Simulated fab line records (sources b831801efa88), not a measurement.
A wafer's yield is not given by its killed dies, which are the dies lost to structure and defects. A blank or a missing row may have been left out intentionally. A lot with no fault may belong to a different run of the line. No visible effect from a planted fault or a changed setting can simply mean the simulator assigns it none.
fab line records ; flow sfq_line
[record] lots = 6; wafers = 18; last_day = 80
route steps=325 shown M1@65 I1@73
lots that met no fault: from a run of the same line without faults
start_h: hours from the record's first day to the start of the lot's first wafer shown ; wait_h: how many hours have passed since the lot's step before this one ; " repeats the value in the row above ; L1.1+2: a row that stands for several wafers ; - either no value or no given start ; * or withheld: withheld ; < > ~ a bound
route shown NAME@n: names a module that has steps shown in the file, with the first one's number in the route ; usual: mean and standard deviation over wafers with no fault ; same: alike in all rows ; chamber/n: place in a boat ; sites: readings site by site ; _std_site: their standard deviation ; _edge_site: mean of outer sites minus mean of inner sites ; radius_mm: for every site, how far away it sits from the centre of the wafer ; mask NAME#n: copy n ; behind: the last tool/chamber to shape the wafer ; hold: reason for holding the lot/hours on hold/outcome of the hold ; device: whichever transistor did not switch (one of n, p or np) ; end of line: at the end of the route, the tests of the same wafers ; where a step has no rows: the recipe by itself ; killed: dies that structure and defects cost at the first sort, which is not the same as the wafer's yield ; map: the dies of a wafer, with x for killed, . for not killed, _ for no die there
set.NAME: the setting as run; set.NAME@STEP: as run at that earlier step ; model.NAME: the simulator's own value behind a step, which no gauge read
lots at selected steps of the route; one table per step, one row per wafer
services: from which hour (start_h, from the record's first day; less than 0 if before it) a tool's chamber was out of use, for how many hours, and why
[[steps]]
[step SFQ_TRILAYER_M1_LITHO_EXPOSE_040]
[recipe] mask_id = M1; na = 0.6; source_shape = conventional; sigma_outer = 0.65; target_cd_nm = 500; dose_mj = 14.4
[step SFQ_TRILAYER_M1_LITHO_PEB_042]
[recipe] peb_temp_c = 115; peb_time_s = 60; resist = KrF
[step SFQ_TRILAYER_M1_LITHO_DEVELOP_041]
[recipe] time_s = 60; resist = KrF
[step SFQ_M1_OVL_MEAS_911]
[usual] M1_OVL = 1/5.2
lot.wafer;tool;chamber;start_h;wait_h;M1_OVL[nm]
L923.1;overlay-01;-;305.61;0.1;-9
L923.2;overlay-01;-;305.61;0.1;-2
L923.3;overlay-01;-;305.61;0.1;-8
L926.2;overlay-01;-;333.22;0.1;4
L926.4;overlay-01;-;333.22;0.1;-4
L926.6;overlay-01;-;333.22;0.1;-1
L933.2;overlay-01;-;390.04;0.1;0
L933.4;overlay-01;-;390.04;0.1;4
L933.5;overlay-01;-;390.04;0.1;-1
L935.3;overlay-02;-;393.66;0.1;9
L935.4;overlay-02;-;393.66;0.1;-4
L935.6;overlay-02;-;393.66;0.1;1
L940.3;overlay-01;-;448.75;0.1;3
L940.4;overlay-01;-;448.75;0.1;13
L940.5;overlay-01;-;448.75;0.1;1
L941.1;overlay-01;-;451.14;0.1;9
L941.3;overlay-01;-;451.14;0.1;6
L941.5;overlay-01;-;451.14;0.1;13
[step SFQ_TRILAYER_M1_BARC_OPEN_METAL_ETCH_054]
[recipe] mask_material = PR; chemistry = O2; target_depth_nm = 125; target = BARC; icp_w = 600; bias_w = 80; pressure_mtorr = 10; time_s = 41.7
[usual] drypump_motor_current_A = 5.16/0.19; oes_product_au = 0.685/0.0044; rf_fwd_power_W = 594.2/2.2
lot.wafer;tool;chamber;start_h;wait_h;drypump_motor_current_A;oes_product_au;rf_fwd_power_W;rf_hours_counter_h
L923.1;rie_metal-03;1;305.65;0.0;5.43;0.689;594.0;134
L923.2;rie_metal-03;0;305.65;0.0;5.31;0.684;597.4;135
L923.3;rie_metal-03;0;305.65;0.0;5.31;0.686;595.6;-
L926.2;rie_metal-03;1;333.25;0.0;5.43;0.695;592.8;139
L926.4;rie_metal-03;1;333.25;0.0;5.42;0.682;591.4;-
L926.6;rie_metal-03;1;333.25;0.0;5.42;0.682;595.8;-
L933.2;rie_metal-04;0;390.07;0.0;5.05;0.694;592.7;175
L933.4;rie_metal-04;1;390.07;0.0;4.84;0.688;594.9;-
L933.5;rie_metal-04;1;390.07;0.0;4.85;0.686;596.9;-
L935.3;rie_metal-04;1;393.71;0.0;4.89;0.681;595.8;-
L935.4;rie_metal-04;0;393.71;0.0;5.05;0.684;592.5;-
L935.6;rie_metal-04;0;393.71;0.0;5.07;0.682;591.7;-
L940.3;rie_metal-01;0;448.79;0.0;5.06;0.684;590.2;-
L940.4;rie_metal-01;1;448.79;0.0;5.15;0.687;597.1;-
L940.5;rie_metal-01;1;448.79;0.0;5.16;0.685;593.1;-
L941.1;rie_metal-01;1;451.17;0.0;5.19;0.683;597.7;24
L941.3;rie_metal-01;1;451.17;0.0;5.16;0.684;592.2;-
L941.5;rie_metal-01;0;451.17;0.0;5.07;0.686;593.5;-
[step SFQ_TRILAYER_M1_ETCH_METAL_ETCH_042]
[recipe] target = Nb; stop_on = SiO2; mask_material = PR; chemistry = Cl2/Ar; target_depth_nm = 240; icp_w = 600; bias_w = 80; pressure_mtorr = 10; time_s = 120
[usual] drypump_motor_current_A = 5.16/0.19; oes_product_au = 0.895/0.0081; rf_fwd_power_W = 597.2/2.1
lot.wafer;tool;chamber;start_h;wait_h;drypump_motor_current_A;oes_product_au;rf_fwd_power_W;rf_hours_counter_h
L923.1;rie_metal-03;1;305.71;0.0;5.43;0.901;601.3;134
L923.2;rie_metal-03;0;305.71;0.0;5.30;0.909;600.7;135
L923.3;rie_metal-03;0;305.71;0.0;5.31;0.904;600.1;-
L926.2;rie_metal-03;1;333.31;0.0;5.41;0.902;596.2;139
L926.4;rie_metal-03;1;333.31;0.0;5.41;0.904;596.4;-
L926.6;rie_metal-03;1;333.31;0.0;5.41;0.903;596.4;-
L933.2;rie_metal-04;0;390.13;0.0;5.06;0.897;599.9;175
L933.4;rie_metal-04;1;390.13;0.0;4.84;0.908;596.3;-
L933.5;rie_metal-04;1;390.13;0.0;4.83;0.890;595.2;-
L935.3;rie_metal-04;1;393.79;0.1;4.88;0.895;596.7;-
L935.4;rie_metal-04;0;393.79;0.1;5.05;0.901;599.0;-
L935.6;rie_metal-04;0;393.79;0.1;5.05;0.906;596.3;-
L940.3;rie_metal-01;0;448.87;0.1;5.05;0.901;594.4;-
L940.4;rie_metal-01;1;448.87;0.1;5.20;0.889;598.1;-
L940.5;rie_metal-01;1;448.87;0.1;5.15;0.895;599.3;-
L941.1;rie_metal-01;1;451.23;0.0;5.18;0.893;598.1;24
L941.3;rie_metal-01;1;451.23;0.0;5.17;0.911;596.2;-
L941.5;rie_metal-01;0;451.23;0.0;5.05;0.899;595.0;-
[step SFQ_TRILAYER_M1_STRIP_STRIP_043]
[recipe] gas = O2; power_w = 200; platen_temp_c = 40; overash_fraction = 0.65; chemistry = O2; pressure_mtorr = 50
[step SFQ_TRILAYER_M1_STRIP_SOLV_CLEAN_044]
[recipe] chemistry = NMP; temp_c = 70; time_s = 600
[step SFQ_TRILAYER_I1_DEP_PECVD_045]
[recipe] material = SiO2; temp_c = 150; time_s = 111.11; pressure_torr = 2.4; rf_w = 183.3; precursor = SiH4/N2O; target_thk_nm = 500
[step SFQ_TRILAYER_I1_CMP_CMP_046]
[recipe] material = SiO2; down_force_psi = 3; platen_rpm = 60; pad_velocity_m_s = 0.94248
[usual] motor_current_A = 9.9/0.52; slurry_filter_dp_kPa = 13.51/0.14; time_to_endpoint_s = 216/8.5
lot.wafer;tool;chamber;start_h;wait_h;motor_current_A;slurry_filter_dp_kPa;time_to_endpoint_s
L923.1;cmp-01;2;310.46;3.8;10.5;13.63;220
L923.3;cmp-01;3;310.46;3.8;10.9;13.76;214
L923.2;cmp-01;0;310.46;3.8;9.4;13.39;226
L926.4;cmp-02;2;335.98;1.7;9.5;13.68;216
L926.2;cmp-02;3;335.98;1.7;10.0;13.54;204
L926.6;cmp-02;2;337.98;3.7;9.6;13.76;217
L933.2;cmp-01;1;392.03;1.0;10.9;13.47;215
L933.4;cmp-01;3;393.03;1.9;11.4;13.45;217
L933.5;cmp-01;1;394.03;2.9;10.6;13.65;221
L935.3;cmp-02;3;397.93;3.2;9.5;13.21;204
L935.4;cmp-02;0;397.93;3.2;9.1;13.35;221
L935.6;cmp-02;2;399.43;4.7;10.0;13.62;217
L940.4;cmp-02;1;451.61;1.8;10.3;13.49;231
L940.3;cmp-02;0;453.11;3.3;9.9;13.57;216
L940.5;cmp-02;1;453.11;3.3;10.0;13.42;233
L941.1;cmp-02;0;458.61;6.4;9.1;13.47;224
L941.3;cmp-02;1;458.61;6.4;9.7;13.51;225
L941.5;cmp-02;3;460.11;7.9;10.2;13.65;218
[step SFQ_I1_BOW_MEAS_912]
[recipe] mode = bow
[usual] I1_BOW = 4/7.8
lot.wafer;tool;chamber;start_h;wait_h;I1_BOW[um]
L923.1;film_metro-03;-;313.46;2.5;-2
L923.2;film_metro-03;-;313.46;2.5;-3
L923.3;film_metro-03;-;313.46;2.5;4
L926.2;film_metro-03;-;339.00;2.0;19
L926.4;film_metro-03;-;339.00;2.0;5
L926.6;film_metro-03;-;339.00;2.0;7
L933.2;film_metro-03;-;395.05;2.5;3
L933.4;film_metro-03;-;395.05;2.5;4
L933.5;film_metro-03;-;395.05;2.5;-3
L935.3;film_metro-04;-;400.47;2.0;-1
L935.4;film_metro-04;-;400.47;2.0;-3
L935.6;film_metro-04;-;400.47;2.0;10
L940.3;film_metro-02;-;454.65;1.0;5
L940.4;film_metro-02;-;454.65;1.0;0
L940.5;film_metro-02;-;454.65;1.0;1
L941.1;film_metro-02;-;460.61;1.5;-9
L941.3;film_metro-02;-;460.61;1.5;6
L941.5;film_metro-02;-;460.61;1.5;1
[step SFQ_TRILAYER_I1_METRO_MEASURE_047]
[usual] thk_nm = 200.0/1.3
lot.wafer;tool;chamber;start_h;wait_h;thk_nm
L923.1;film_metro-03;-;313.58;0.1;201.7
L923.2;film_metro-03;-;313.58;0.1;201.7
L923.3;film_metro-03;-;313.58;0.1;200.6
L926.2;film_metro-03;-;339.30;0.3;198.2
L926.4;film_metro-03;-;339.30;0.3;199.1
L926.6;film_metro-03;-;339.30;0.3;198.2
L933.2;film_metro-03;-;395.35;0.3;198.5
L933.4;film_metro-03;-;395.35;0.3;199.0
L933.5;film_metro-03;-;395.35;0.3;197.6
L935.3;film_metro-04;-;400.95;0.5;199.1
L935.4;film_metro-04;-;400.95;0.5;200.0
L935.6;film_metro-04;-;400.95;0.5;199.3
L940.3;film_metro-02;-;455.13;0.5;201.4
L940.4;film_metro-02;-;455.13;0.5;202.7
L940.5;film_metro-02;-;455.13;0.5;202.9
L941.1;film_metro-02;-;460.73;0.1;201.0
L941.3;film_metro-02;-;460.73;0.1;201.2
L941.5;film_metro-02;-;460.73;0.1;198.0
[step SFQ_TRILAYER_I1_VIA_LITHO_COAT_054]
[recipe] resist = BARC; spin_rpm = 3000; resist_thk_nm = 62
[usual] spin_speed_rpm = 3000.3/2
lot.wafer;tool;chamber;start_h;wait_h;spin_speed_rpm;model.BARC_of_TRILAYER_I1_VIA_LITHO_COAT_054.thk_nm
L923.1;litho_track-04;0;314.78;1.0;3000.6;61.85
L923.2;litho_track-04;0;314.78;1.0;3003.7;62.09
L923.3;litho_track-04;0;314.78;1.0;3002.1;61.9
L926.2;litho_track-01;0;340.35;0.8;2999.8;61.99
L926.4;litho_track-01;0;340.35;0.8;3001.6;61.96
L926.6;litho_track-01;0;340.35;0.8;3000.9;61.88
L933.2;litho_track-01;0;396.40;0.8;2858.8;63.27
L933.4;litho_track-01;0;396.40;0.8;2853.2;63.59
L933.5;litho_track-01;0;396.40;0.8;2855.9;63.41
L935.3;litho_track-01;0;401.85;0.7;2860.1;63.47
L935.4;litho_track-01;0;401.85;0.7;2854.7;63.57
L935.6;litho_track-01;0;401.85;0.7;2857.0;63.48
L940.3;litho_track-04;0;456.03;0.7;2998.7;62.01
L940.4;litho_track-04;0;456.03;0.7;2999.1;61.96
L940.5;litho_track-04;0;456.03;0.7;3000.3;61.8
L941.1;litho_track-04;0;461.93;1.0;3001.9;61.81
L941.3;litho_track-04;0;461.93;1.0;3002.8;61.8
L941.5;litho_track-04;0;461.93;1.0;3000.8;61.53
[step SFQ_TRILAYER_I1_VIA_LITHO_COAT_049]
[recipe] resist = KrF; spin_rpm = 3000; resist_thk_nm = 650
[step SFQ_TRILAYER_I1_VIA_LITHO_SOFTBAKE_053]
[recipe] temp_c = withheld; time_s = withheld; resist = KrF
[step SFQ_TRILAYER_I1_VIA_LITHO_EXPOSE_050]
[recipe] mask_id = I1; na = 0.6; source_shape = conventional; sigma_outer = 0.65; target_cd_nm = 500; dose_mj = 21.3
[step SFQ_TRILAYER_I1_VIA_LITHO_PEB_052]
[recipe] peb_temp_c = 115; peb_time_s = 60; resist = KrF
[step SFQ_TRILAYER_I1_VIA_LITHO_DEVELOP_051]
[recipe] time_s = 60; resist = KrF
[step SFQ_I1_OVL_MEAS_913]
[usual] I1_OVL = -2/5.5
lot.wafer;tool;chamber;start_h;wait_h;I1_OVL[nm]
L923.1;overlay-01;-;379.24;0.1;-3
L923.2;overlay-01;-;379.24;0.1;3
L923.3;overlay-01;-;379.24;0.1;-6
L926.2;overlay-01;-;400.84;0.1;2
L926.4;overlay-01;-;400.84;0.1;6
L926.6;overlay-01;-;400.84;0.1;2
L933.2;overlay-01;-;461.49;0.1;0
L933.4;overlay-01;-;461.49;0.1;0
L933.5;overlay-01;-;461.49;0.1;2
L935.3;overlay-02;-;468.70;0.1;-5
L935.4;overlay-02;-;468.70;0.1;-3
L935.6;overlay-02;-;468.70;0.1;3
L940.3;overlay-01;-;517.42;0.1;2
L940.4;overlay-01;-;517.42;0.1;3
L940.5;overlay-01;-;517.42;0.1;1
L941.1;overlay-02;-;522.21;0.1;4
L941.3;overlay-02;-;522.21;0.1;-5
L941.5;overlay-02;-;522.21;0.1;-1
[step SFQ_TRILAYER_I1_VIA_BARC_OPEN_VIA_ETCH_071]
[recipe] mask_material = PR; chemistry = O2; target_depth_nm = 125; target = BARC; source_w = 500; bias_w = 80; pressure_mtorr = 30; time_s = 41.7
[usual] drypump_motor_current_A = 5.6/0.41; oes_product_au = 0.685/0.0047; rf_fwd_power_W = 495.3/2.1
lot.wafer;tool;chamber;start_h;wait_h;drypump_motor_current_A;oes_product_au;rf_fwd_power_W;rf_hours_counter_h;model.etch.depth_nm
L923.1;rie_diel-03;3;379.27;0.0;5.8;0.682;495.8;6;61.85
L923.2;rie_diel-03;0;379.27;0.0;4.8;0.686;496.3;1;62.09
L923.3;rie_diel-03;2;379.27;0.0;5.7;0.689;497.1;10;61.9
L926.2;rie_diel-03;0;400.87;0.0;4.8;0.683;497.0;1;61.99
L926.4;rie_diel-03;2;400.87;0.0;5.7;0.688;498.0;11;61.96
L926.6;rie_diel-03;1;400.87;0.0;5.4;0.678;491.7;-;61.88
L933.2;rie_diel-02;0;461.52;0.0;6.0;0.693;494.8;11;63.27
L933.4;rie_diel-02;2;461.52;0.0;5.8;0.692;497.0;84;63.59
L933.5;rie_diel-02;3;461.52;0.0;5.8;0.699;498.2;-;63.41
L935.3;rie_diel-02;0;468.72;0.0;6.1;0.696;497.1;11;63.47
L935.4;rie_diel-02;3;468.72;0.0;5.8;0.689;496.2;15;63.57
L935.6;rie_diel-02;2;468.72;0.0;5.8;0.695;496.9;-;63.48
L940.3;rie_diel-04;1;517.45;0.0;6.6;0.686;494.2;43;62.01
L940.4;rie_diel-04;3;517.45;0.0;5.3;0.684;493.8;33;61.96
L940.5;rie_diel-04;3;517.45;0.0;5.3;0.684;495.4;-;61.8
L941.1;rie_diel-02;0;522.25;0.0;6.1;0.682;496.7;12;61.81
L941.3;rie_diel-02;3;522.25;0.0;5.8;0.692;495.4;16;61.8
L941.5;rie_diel-02;3;522.25;0.0;5.8;0.680;496.2;-;61.53
[step SFQ_TRILAYER_I1_VIA_ETCH_VIA_ETCH_052]
[recipe] target = SiO2; stop_on = Nb; mask_material = PR; taper_deg = 20; chemistry = CHF3; target_depth_nm = 260; source_w = 500; bias_w = 80; pressure_mtorr = 30; time_s = withheld
[usual] drypump_motor_current_A = 5.6/0.41; oes_product_au = 0.855/0.0053; rf_fwd_power_W = 498.4/1.5
lot.wafer;tool;chamber;start_h;wait_h;drypump_motor_current_A;oes_product_au;rf_fwd_power_W
L923.1;rie_diel-03;3;379.31;0.0;5.9;0.862;500.6
L923.2;rie_diel-03;0;379.31;0.0;4.7;0.861;496.5
L923.3;rie_diel-03;2;379.31;0.0;5.8;0.855;496.2
L926.2;rie_diel-03;0;400.91;0.0;4.8;0.856;497.6
L926.4;rie_diel-03;2;400.91;0.0;5.7;0.856;500.5
L926.6;rie_diel-03;1;400.91;0.0;5.4;0.858;496.2
L933.2;rie_diel-02;0;461.56;0.0;6.1;0.853;498.8
L933.4;rie_diel-02;2;461.56;0.0;5.7;0.852;497.9
L933.5;rie_diel-02;3;461.56;0.0;5.8;0.846;497.3
L935.3;rie_diel-02;0;468.76;0.0;6.1;0.854;498.3
L935.4;rie_diel-02;3;468.76;0.0;5.8;0.857;496.4
L935.6;rie_diel-02;2;468.76;0.0;5.8;0.864;497.1
L940.3;rie_diel-04;1;517.49;0.0;6.5;0.859;497.0
L940.4;rie_diel-04;3;517.49;0.0;5.3;0.862;498.8
L940.5;rie_diel-04;3;517.49;0.0;5.3;0.866;497.0
L941.1;rie_diel-02;0;522.29;0.0;6.0;0.858;497.7
L941.3;rie_diel-02;3;522.29;0.0;5.8;0.857;500.8
L941.5;rie_diel-02;3;522.29;0.0;5.8;0.852;499.9
[[services]]
tool;chamber;start_h;hours;kind
rie_diel-04;0;286.19;10.9;repair
rie_diel-04;-;287.09;0.8;repair
cmp-01;-;298.48;3.0;repair
film_metro-03;-;298.94;0.3;pm
rie_metal-03;-;325.92;2.1;repair
rie_diel-02;1;333.70;1.8;repair
rie_metal-03;-;355.40;0.2;repair
rie_diel-03;3;356.66;2.7;repair
rie_metal-01;0;366.49;22.1;repair
film_metro-03;-;366.81;1.3;repair
cmp-02;-;376.78;1.0;repair
rie_metal-01;-;383.38;14.6;pm
film_metro-03;-;390.40;1.3;pm
film_metro-03;-;400.61;1.1;pm
cmp-02;-;406.43;4.0;pm
rie_metal-04;0;409.70;9.2;repair
cmp-02;-;430.81;2.8;repair
rie_diel-02;3;439.44;6.7;repair
film_metro-03;-;463.54;2.4;pm
cmp-02;-;466.61;4.3;pm
rie_metal-04;-;477.13;2.8;pm
rie_metal-01;-;480.21;28.1;pm
rie_metal-04;-;485.14;14.6;pm
rie_metal-03;-;502.13;0.9;repair
[[key]]
[first_sign] step = SFQ_TRILAYER_I1_VIA_LITHO_COAT_054; reading = spin_speed_rpm; direction = down; sigmas = 73; usual = 3000.3; struck = 2856.6
effect none on later readings
[model_effect] step = SFQ_TRILAYER_I1_VIA_LITHO_COAT_054; value = BARC_of_TRILAYER_I1_VIA_LITHO_COAT_054.thk_nm; without = 61.93; struck = 63.47
[model_effect] step = SFQ_TRILAYER_I1_VIA_BARC_OPEN_VIA_ETCH_071; value = etch.depth_nm; without = 61.93; struck = 63.47
met_at SFQ_TRILAYER_I1_VIA_LITHO_COAT_054
struck_wafers L933.2,L933.4,L933.5,L935.3,L935.4,L935.6
onset_between 340.35 396.40
[fault] kind = process_parameter_drift; tool = litho_track-01; chamber = -; onset_h = 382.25; steps = SFQ_TRILAYER_I1_VIA_LITHO_COAT_054; channel = spin_rpm; offset = -143.02; shape = step; end_h = 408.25; acts_in = these_recipes_only; stated = 3000
